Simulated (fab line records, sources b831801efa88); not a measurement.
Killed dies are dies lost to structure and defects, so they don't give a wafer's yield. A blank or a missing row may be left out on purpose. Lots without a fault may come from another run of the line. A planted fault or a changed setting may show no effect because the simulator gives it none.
Split-lot experiment | flow sfq_line | 5 lots, 23 wafers read, on a route of 325 steps

THE SPLIT
At SFQ_TRILAYER_M8_DEP_EVAP_198 (material Pt, target thk 50 nm, time 250 s), the setting time_s was moved away from the recipe's 250 s on 8 of the 23 wafers read, by -5.5% to +5.0%. The other wafers ran this setting at the recipe's value.

The reading is taken at the split's own step.

THE READING
Pt_of_TRILAYER_M8_DEP_EVAP_198.thk_nm (the simulator's own value, which no gauge read), in nm, at SFQ_TRILAYER_M8_DEP_EVAP_198 (material Pt, target thk 50 nm, time 250 s). The file gives no usual value for it. The 15 wafers here that ran the recipe average 49.71 nm, standard deviation 0.47 nm.

wafer  | tool, chamber at the split | time_s as run, s | against the recipe | Pt_of_TRILAYER_M8_DEP_EVAP_198.thk_nm, nm | against lot-mates on the recipe
L076.1 | pvd_sputter-02, -          | 250              | recipe             | 50.6                                      | -
L076.2 | pvd_sputter-02, -          | 236.3            | -5.5%              | 46.66                                     | -3.17
L076.3 | pvd_sputter-02, -          | 250              | recipe             | 49.06                                     | -
L076.4 | pvd_sputter-02, -          | 236.3            | -5.5%              | 46.63                                     | -3.20
L076.5 | pvd_sputter-02, -          | 236.3            | -5.5%              | 47.57                                     | -2.26
L077.1 | pvd_sputter-01, -          | 250              | recipe             | 48.87                                     | -
L077.3 | pvd_sputter-01, -          | 262.4            | +5.0%              | 53.01                                     | +3.67
L077.4 | pvd_sputter-01, -          | 250              | recipe             | 49.81                                     | -
L077.5 | pvd_sputter-01, -          | 262.4            | +5.0%              | 51.89                                     | +2.55
L077.6 | pvd_sputter-01, -          | 262.4            | +5.0%              | 51.59                                     | +2.25
L078.1 | pvd_sputter-02, -          | 250              | recipe             | 50.38                                     | -
L078.3 | pvd_sputter-02, -          | 250              | recipe             | 49.69                                     | -
L078.4 | pvd_sputter-02, -          | 250              | recipe             | 49.48                                     | -
L078.5 | pvd_sputter-02, -          | 250              | recipe             | 49.77                                     | -
L078.6 | pvd_sputter-02, -          | 250              | recipe             | 50.19                                     | -
L080.1 | pvd_sputter-02, -          | 239.3            | -4.3%              | 46.88                                     | -2.84
L080.3 | pvd_sputter-02, -          | 239.3            | -4.3%              | 46.54                                     | -3.18
L080.4 | pvd_sputter-02, -          | 250              | recipe             | 50.16                                     | -
L080.5 | pvd_sputter-02, -          | 250              | recipe             | 49.72                                     | -
L080.6 | pvd_sputter-02, -          | 250              | recipe             | 49.28                                     | -
L082.3 | pvd_sputter-02, -          | 250              | recipe             | 49.94                                     | -
L082.4 | pvd_sputter-02, -          | 250              | recipe             | 49.26                                     | -
L082.6 | pvd_sputter-02, -          | 250              | recipe             | 49.45                                     | -

THE FIT
A straight line over all 23 wafers: Pt_of_TRILAYER_M8_DEP_EVAP_198.thk_nm changes by +0.533 nm for each +1% of time_s; r = +0.95; the points scatter about the line by 0.55 nm.
The same after taking each lot's own level away (the mean of its wafers on the recipe; 23 wafers): +0.573 nm for each +1%; r = +0.96; scatter 0.51 nm.
On that fit, the largest move of time_s shifts the reading by 3.1 nm.
The lots' own levels span 49.340 to 49.902 nm, that is 1.2 times the standard deviation above.
So the lot-to-lot level changes the slope little: the two slopes agree.
Check: with one of the wafers moved furthest among these (-5.5%) left out of the fit, the line predicts -3.15 nm for it against its lot-mates. It came out at -3.17 nm against them.

OTHER SPLITS ON THESE WAFERS
These wafers also went through other splits before the reading. Each is held against what the fit with the lots' levels taken away leaves over:
other split on the same wafers                    | wafers away from the commonest value | r with Pt_of_TRILAYER_M8_DEP_EVAP_198.thk_nm (lot level and that fit taken away)
SFQ_TRILAYER_M5_BARC_OPEN_METAL_ETCH_161 time_s   | 6                                    | -0.23
SFQ_TRILAYER_R5_LITHO_EXPOSE_137 dose_mj          | 11                                   | +0.18
SFQ_TRILAYER_I5_LITHO_COAT_149 resist_thk_nm      | 11                                   | +0.15
SFQ_TRILAYER_I5_BARC_OPEN_VIA_ETCH_200 bias_w     | 10                                   | -0.06
SFQ_TRILAYER_C5_LITHO_EXPOSE_152 dose_mj          | 9                                    | -0.32
SFQ_TRILAYER_M6_LITHO_PEB_162 peb_time_s          | 8                                    | -0.07
SFQ_TRILAYER_I6_VIA_LITHO_COAT_169 spin_rpm       | 5                                    | +0.21
SFQ_TRILAYER_I6_VIA_BARC_OPEN_VIA_ETCH_235 bias_w | 7                                    | -0.06
SFQ_TRILAYER_M7_LITHO_PEB_180 peb_time_s          | 9                                    | +0.30
SFQ_TRILAYER_M8_LITHO_COAT_193 resist_thk_nm      | 11                                   | +0.26

THE FILE'S OWN FIT
Pt_of_TRILAYER_M8_DEP_EVAP_198.thk_nm changes by +0.585 nm for each +1% of time_s, r = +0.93.
